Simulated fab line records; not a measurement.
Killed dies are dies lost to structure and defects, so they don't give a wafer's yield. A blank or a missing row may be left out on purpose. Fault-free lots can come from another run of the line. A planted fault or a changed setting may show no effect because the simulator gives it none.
Which tool is to blame? -- flow gf180mcu -- 12 lots, 36 wafers sampled, at 7 steps of a route of 602

== WHAT THE GAUGES SHOWED, per wafer ==
GF_MVSD_OVL_MEAS_07.
lot,measured,on,MVSD_OVL (nm)
L270,day 4 17:28,overlay-02,-0.6 -1.0 -0.8
L272,day 5 04:02,overlay-01,-1.0 -1.4 -0.9
L275,day 5 19:48,overlay-02,1.3 1.1 -1.1
L279,day 6 18:34,overlay-01,-1.7 -0.3 -0.8
L281,day 7 06:58,overlay-01,-0.7 -0.2 -1.3
L283,day 7 19:30,overlay-02,-0.3 -0.3 1.1
L284,day 8 01:36,overlay-01,-0.6 1.1 0.4
L287,day 8 18:37,overlay-01,-1.8 -3.3 0.0
L288,day 9 00:40,overlay-02,0.1 2.4 -0.7
L290,day 9 11:16,overlay-01,0.8 1.6 1.0
L291,day 9 17:54,overlay-02,-0.3 2.3 0.9
L292,day 9 22:39,overlay-01,-0.8 1.3 2.1

GF_VT_IMPLANT_RS_MEAS_46: measures by four-point-probe.
lot,measured,on,MVSD_RS (ohm/sq)
L270,day 7 20:53,film_metro-02,457.3 456.2 456.1
L272,day 8 09:34,film_metro-02,455.4 455.2 455.6
L275,day 9 03:38,film_metro-03,456.4 456.6 455.3
L279,day 10 06:15,film_metro-03,457.7 458.3 456.8
L281,day 10 22:31,film_metro-03,457.1 455.9 456.3
L283,day 11 10:11,film_metro-04,457.4 456.5 457.0
L284,day 11 17:04,film_metro-03,454.8 455.2 455.9
L287,day 12 14:21,film_metro-04,455.5 456.8 455.6
L288,day 12 20:09,film_metro-03,456.8 455.3 455.1
L290,day 13 08:23,film_metro-03,457.0 457.3 456.2
L291,day 13 15:51,film_metro-04,456.7 456.5 456.3
L292,day 13 23:25,film_metro-03,455.6 454.7 455.2

GF_HV_LDD_OVL_MEAS_08.
lot,measured,on,HV_LDD_OVL (nm)
L270,day 10 06:46,overlay-01,0.3 -1.7 -0.7
L272,day 10 20:47,overlay-02,0.2 0.0 1.2
L275,day 11 18:14,overlay-01,2.6 4.2 2.3
L279,day 12 20:49,overlay-02,2.6 4.0 1.3
L281,day 13 19:43,overlay-01,-0.5 0.0 0.8
L283,day 14 08:02,overlay-02,0.9 1.1 0.9
L284,day 14 15:53,overlay-01,0.4 3.8 1.0
L287,day 15 12:55,overlay-01,-0.6 1.3 1.8
L288,day 15 21:40,overlay-02,1.6 0.6 0.4
L290,day 16 08:01,overlay-01,-0.9 0.2 -0.7
L291,day 16 16:46,overlay-01,0.8 3.9 2.4
L292,day 17 03:02,overlay-01,-0.6 -1.2 0.5

GF_NSD_TW_MEAS_12.
lot,measured,on,NSD_TW
L270,day 13 16:28,film_metro-02,4169 4201 4213
L272,day 14 06:31,film_metro-04,4227 4230 4251
L275,day 15 09:01,film_metro-02,4245 4229 4240
L279,day 16 14:04,film_metro-01,4166 4173 4171
L281,day 17 15:22,film_metro-01,4469 4493 4469
L283,day 18 04:44,film_metro-02,4567 4601 4557
L284,day 18 14:10,film_metro-01,4145 4153 4171
L287,day 19 14:39,film_metro-04,4262 4242 4254
L288,day 19 23:42,film_metro-01,4198 4192 4173
L290,day 20 11:35,film_metro-01,4169 4145 4128
L291,day 20 19:59,film_metro-04,4232 4256 4243
L292,day 21 07:18,film_metro-02,4209 4201 4215

GF_PSD_RS_MEAS_14: measures by four-point-probe.
lot,measured,on,NSD_RS (ohm/sq)
L270,day 14 14:13,film_metro-02,46.20 46.16 46.11
L272,day 15 04:46,film_metro-01,46.25 46.14 46.03
L275,day 16 08:13,film_metro-01,46.24 46.20 46.18
L279,day 17 13:08,film_metro-04,46.13 46.18 46.03
L281,day 18 15:09,film_metro-01,40.87 40.77 40.71
L283,day 19 05:23,film_metro-02,40.84 40.94 40.89
L284,day 19 15:01,film_metro-01,46.12 46.05 46.08
L287,day 20 14:46,film_metro-01,46.18 46.19 46.00
L288,day 21 00:00,film_metro-04,46.12 46.12 46.24
L290,day 21 12:14,film_metro-04,46.18 46.10 46.10
L291,day 21 19:54,film_metro-02,46.04 46.14 46.16
L292,day 22 06:49,film_metro-02,46.16 46.24 46.26

== WHICH TOOL RAN EACH LOT (tool, then ch and the chambers of the sampled wafers, then the start) ==
lot,GF_NSD_IMPLANT_09,GF_NSD_STRIP_11
L270,"implanter-04 ch 0, day 13 16:04","plasma_asher-01 ch 0,1, day 13 16:22"
L272,"implanter-04 ch 0, day 14 06:07","plasma_asher-03 ch 0,1, day 14 06:25"
L275,"implanter-01 ch 0, day 15 08:38","plasma_asher-01 ch 0,1, day 15 08:55"
L279,"implanter-03 ch 0, day 16 13:40","plasma_asher-01 ch 0,1, day 16 13:58"
L281,"implanter-03 ch 0, day 17 14:58","plasma_asher-01 ch 0,1, day 17 15:16"
L283,"implanter-03 ch 0, day 18 04:22","plasma_asher-04 ch 0,1, day 18 04:38"
L284,"implanter-01 ch 0, day 18 13:47","plasma_asher-04 ch 0,1, day 18 14:04"
L287,"implanter-04 ch 0, day 19 14:15","plasma_asher-01 ch 0,1, day 19 14:33"
L288,"implanter-01 ch 0, day 19 23:18","plasma_asher-01 ch 0,1, day 19 23:36"
L290,"implanter-04 ch 0, day 20 11:13","plasma_asher-01 ch 0,1, day 20 11:29"
L291,"implanter-03 ch 0, day 20 19:37","plasma_asher-01 ch 0,1, day 20 19:53"
L292,"implanter-04 ch 0, day 21 06:55","plasma_asher-01 ch 0,1, day 21 07:11"
- GF_NSD_IMPLANT_09
- GF_NSD_STRIP_11: strips in O2/N2.

== AS READ BY THE TOOLS THEMSELVES (means over the sampled wafers that have a number; for cases with no such wafer, the mark the record gives instead) ==
GF_NSD_IMPLANT_09.
lot,tool,beam_energy_keV,dose_ions_cm2,faraday_current_uA
L270,implanter-04,59.990,4e+15,11254
L272,implanter-04,59.998,4e+15,11540
L275,implanter-01,59.999,4e+15,13385
L279,implanter-03,59.989,4e+15,12070
L281,implanter-03,81.998,4e+15,-
L283,implanter-03,81.990,4e+15,-
L284,implanter-01,59.993,4e+15,13305
L287,implanter-04,59.984,4e+15,11355
L288,implanter-01,59.971,4e+15,13129
L290,implanter-04,59.999,4e+15,11480
L291,implanter-03,59.967,4e+15,12287
L292,implanter-04,60.012,4e+15,11558

GF_NSD_STRIP_11.
lot,tool,drypump_motor_current_A (A),heater_power_w (W),oes_product_au (a.u.),strip_time_to_endpoint_s (s)
L270,plasma_asher-01,6.0,293,0.490,23.02
L272,plasma_asher-03,5.9,320,0.485,22.94
L275,plasma_asher-01,5.9,317,0.484,22.94
L279,plasma_asher-01,5.9,302,0.493,22.92
L281,plasma_asher-01,5.9,299,0.455,25.98
L283,plasma_asher-04,5.4,313,0.455,25.95
L284,plasma_asher-04,5.8,326,0.488,22.93
L287,plasma_asher-01,5.9,325,0.485,22.94
L288,plasma_asher-01,5.9,298,0.487,22.94
L290,plasma_asher-01,5.9,300,0.489,23.02
L291,plasma_asher-01,5.9,319,0.485,22.95
L292,plasma_asher-01,5.9,297,0.488,23.00

== THE ANSWER, worked out from the rows above alone ==
Rule: usual is defined by the lots themselves. The widest of any qualifying gaps counts: lots, ordered by their means at a reading, are off when they make up no more than a third of the lots, leave a main group of 4 or more, and stand apart from it by 3 or more times the standard deviation of that group's means. Not used: any main group whose means are identical at the precision the tables above print for the reading. Also off: a lot with no number at a reading for which 4 or more lots have one. Where the step has rows for the other lots, those lots are counted as sound. The gauges are gone through in route order, then the tools' own readings, and for those a lot's mean is taken as printed above. The first step at which some lot is off is used, and at that step the reading that is off furthest; a lot without a number counts as furthest.
Off: L281, L283, seen at GF_NSD_TW_MEAS_12 (NSD_TW). For the main group the mean is 4203 and the standard deviation 36.
If a tool, at a process step before that reading, ran all the lots that are off and no sound lot after the first of them, it fits. Not tried: the gauges at GF_NSD_TW_MEAS_12; whatever is off there is also off at GF_NSD_IMPLANT_09, on other tools, and gauge error can't account for it. None of those tried fits.

== WHAT THE SIMULATOR PUT IN ==
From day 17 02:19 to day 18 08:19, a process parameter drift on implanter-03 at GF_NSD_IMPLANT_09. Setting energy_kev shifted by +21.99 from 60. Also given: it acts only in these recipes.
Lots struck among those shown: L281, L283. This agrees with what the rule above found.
